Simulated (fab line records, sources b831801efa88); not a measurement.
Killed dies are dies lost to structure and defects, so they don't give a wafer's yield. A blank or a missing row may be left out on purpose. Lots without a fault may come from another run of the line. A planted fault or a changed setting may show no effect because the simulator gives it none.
Which tool did it? | flow sky130 | 13 lots, 39 wafers sampled, at 5 steps of a route of 708

WHAT THE GAUGES READ, wafer by wafer
SKY_LDD_P_OVL_MEAS_08. Usual: LDD_P_OVL -1.8 nm, standard deviation 1.4.
lot  | measured     | on         | LDD_P_OVL (nm) | flag
L527 | day 19 05:59 | overlay-01 | -3.6 -2.2 -4.4 |
L528 | day 19 20:13 | overlay-01 | -3.1 -4.4 -2.0 |
L529 | day 20 04:43 | overlay-02 | -2.8 -2.3 -3.4 |
L531 | day 20 19:17 | overlay-01 | -1.0 -1.4 -1.2 |
L533 | day 22 01:32 | overlay-02 | -0.1 0.9 0.5   |
L534 | day 22 07:01 | overlay-01 | -2.9 -2.7 -3.5 |
L535 | day 22 12:08 | overlay-02 | -0.4 -0.7 -1.2 |
L537 | day 23 11:22 | overlay-01 | -2.3 0.2 -2.5  |
L545 | day 25 17:25 | overlay-02 | -3.4 -1.1 -1.8 |
L546 | day 26 08:32 | overlay-01 | -0.8 -0.3 -1.9 |
L547 | day 26 12:28 | overlay-01 | -1.4 -0.3 -1.9 |
L548 | day 26 18:25 | overlay-01 | -0.9 1.8 -2.1  |
L549 | day 26 23:50 | overlay-02 | 0.3 -0.4 -2.0  |

SKY_LDD_HVP_OVL_MEAS_07. Usual: LDD_HVP_OVL -0.7 nm, standard deviation 1.2.
lot  | measured     | on         | LDD_HVP_OVL (nm) | flag
L527 | day 21 20:34 | overlay-01 | -1.0 -2.6 -1.1   |
L528 | day 22 09:42 | overlay-02 | -1.5 -2.2 -1.6   |
L529 | day 22 18:51 | overlay-01 | 0.8 -0.8 0.6     |
L531 | day 23 08:54 | overlay-01 | 0.0 -2.4 0.4     |
L533 | day 24 14:24 | overlay-02 | -1.4 -2.3 -2.1   |
L534 | day 24 19:28 | overlay-02 | -1.1 0.1 -2.0    |
L535 | day 24 23:58 | overlay-01 | -1.6 -0.5 -1.7   |
L537 | day 25 20:57 | overlay-01 | -0.3 -1.7 -0.4   |
L545 | day 28 01:48 | overlay-01 | -0.4 -0.2 -2.7   |
L546 | day 28 16:58 | overlay-01 | 0.0 -2.1 -1.0    |
L547 | day 28 20:26 | overlay-02 | -0.9 0.5 -0.1    |
L548 | day 29 03:48 | overlay-02 | -1.5 -2.2 -1.9   |
L549 | day 29 09:01 | overlay-01 | -1.6 -1.6 -1.3   |

SKY_RES_XHIGH_TW_MEAS_09. Usual: RES_XHIGH_TW 1626, standard deviation 13.
lot  | measured     | on            | RES_XHIGH_TW   | flag
L527 | day 26 22:25 | film_metro-01 | 1633 1628 1635 |
L528 | day 27 10:14 | film_metro-01 | 1633 1639 1638 |
L529 | day 27 20:02 | film_metro-01 | 1623 1635 1625 |
L531 | day 28 07:52 | film_metro-01 | 1640 1635 1649 |
L533 | day 29 22:16 | film_metro-01 | 1632 1642 1643 |
L534 | day 29 22:55 | film_metro-02 | 1617 1624 1621 |
L535 | day 29 23:14 | film_metro-03 | 30 30 30       | OFF
L537 | day 30 16:39 | film_metro-02 | 1626 1623 1619 |
L545 | day 32 17:45 | film_metro-03 | 1621 1607 1607 |
L546 | day 33 10:09 | film_metro-01 | 1639 1630 1639 |
L547 | day 33 13:01 | film_metro-01 | 1629 1636 1638 |
L548 | day 33 20:28 | film_metro-03 | 1610 1609 1602 |
L549 | day 34 00:33 | film_metro-03 | 1608 1606 1605 |

SKY_CONTACT_CD_MEAS_14: target cd 170 nm. Usual: cd_nm 169.6 nm, standard deviation 1.2.
lot  | measured     | on        | cd_nm (nm)        | flag
L527 | day 31 20:07 | cd_sem-02 | 169.5 170.4 171.0 |
L528 | day 32 03:56 | cd_sem-01 | 169.9 171.3 170.5 |
L529 | day 32 14:09 | cd_sem-01 | 170.2 169.7 170.2 |
L531 | day 33 03:04 | cd_sem-01 | 170.0 169.4 169.8 |
L533 | day 34 15:22 | cd_sem-02 | 170.3 168.8 169.0 |
L534 | day 34 15:50 | cd_sem-02 | 169.5 169.6 168.7 |
L535 | day 34 16:14 | cd_sem-01 | 168.3 169.0 168.0 |
L537 | day 35 08:03 | cd_sem-02 | 168.9 169.1 167.8 |
L545 | day 37 08:14 | cd_sem-01 | 169.9 170.2 169.7 |
L546 | day 37 23:13 | cd_sem-01 | 169.4 169.7 169.7 |
L547 | day 38 01:40 | cd_sem-02 | 168.2 168.6 168.6 |
L548 | day 38 10:10 | cd_sem-02 | 170.4 171.3 170.4 |
L549 | day 38 13:32 | cd_sem-01 | 169.0 169.6 168.9 |

WHICH TOOL RAN EACH LOT (tool, then ch and the chambers of the sampled wafers, then the start)
lot  | SKY_RES_XHIGH_EXPOSE_04
L527 | iline_stepper-01 ch 0, day 26 09:01
L528 | iline_stepper-02 ch 0, day 26 18:46
L529 | iline_stepper-01 ch 0, day 27 05:08
L531 | iline_stepper-01 ch 0, day 27 18:13
L533 | iline_stepper-02 ch 0, day 29 07:49
L534 | iline_stepper-02 ch 0, day 29 08:44
L535 | iline_stepper-02 ch 0, day 29 09:10
L537 | iline_stepper-01 ch 0, day 30 03:10
L545 | iline_stepper-01 ch 0, day 32 04:32
L546 | iline_stepper-01 ch 0, day 32 20:28
L547 | iline_stepper-01 ch 0, day 32 23:57
L548 | iline_stepper-02 ch 0, day 33 07:02
L549 | iline_stepper-02 ch 0, day 33 11:35
- SKY_RES_XHIGH_EXPOSE_04: exposes mask URPM, target cd 1270 nm.

WHAT THE TOOLS THEMSELVES READ (means of the sampled wafers that have a number; where no wafer has one, the mark that the record gives instead)
SKY_RES_XHIGH_EXPOSE_04. Usual: reticle_temp_C 23.00 C, standard deviation 0.097.
lot  | tool             | reticle_temp_C (C) | flag
L527 | iline_stepper-01 | 22.97              |
L528 | iline_stepper-02 | 22.91              |
L529 | iline_stepper-01 | 23.04              |
L531 | iline_stepper-01 | 22.92              |
L533 | iline_stepper-02 | 23.05              |
L534 | iline_stepper-02 | 23.01              |
L535 | iline_stepper-02 | 23.01              |
L537 | iline_stepper-01 | 23.06              |
L545 | iline_stepper-01 | 23.05              |
L546 | iline_stepper-01 | 23.01              |
L547 | iline_stepper-01 | 23.24              |
L548 | iline_stepper-02 | 23.09              |
L549 | iline_stepper-02 | 23.07              |

THE ANSWER, worked out from the rows above alone
Rule: a lot is off if the mean of its wafers that have a number lies more than 3 standard deviations from the usual mean. A lot without any number at a reading at which 4 lots or more have one is off too. The other lots that the step has rows for count as sound. The gauges are gone through in route order, then the tools' own readings, and for those a lot's mean is taken as printed above. The first step at which some lot is off is used, and at that step the reading that is off furthest; a lot without a number counts as furthest.
Off: L535, at SKY_RES_XHIGH_TW_MEAS_09 (RES_XHIGH_TW).
A tool fits if, at a process step before that reading, it ran every lot that is off, and no sound lot after the first of them. The gauges at SKY_RES_XHIGH_TW_MEAS_09 are tried like those tools. None of those tried fits.

WHAT THE SIMULATOR HAD PUT IN
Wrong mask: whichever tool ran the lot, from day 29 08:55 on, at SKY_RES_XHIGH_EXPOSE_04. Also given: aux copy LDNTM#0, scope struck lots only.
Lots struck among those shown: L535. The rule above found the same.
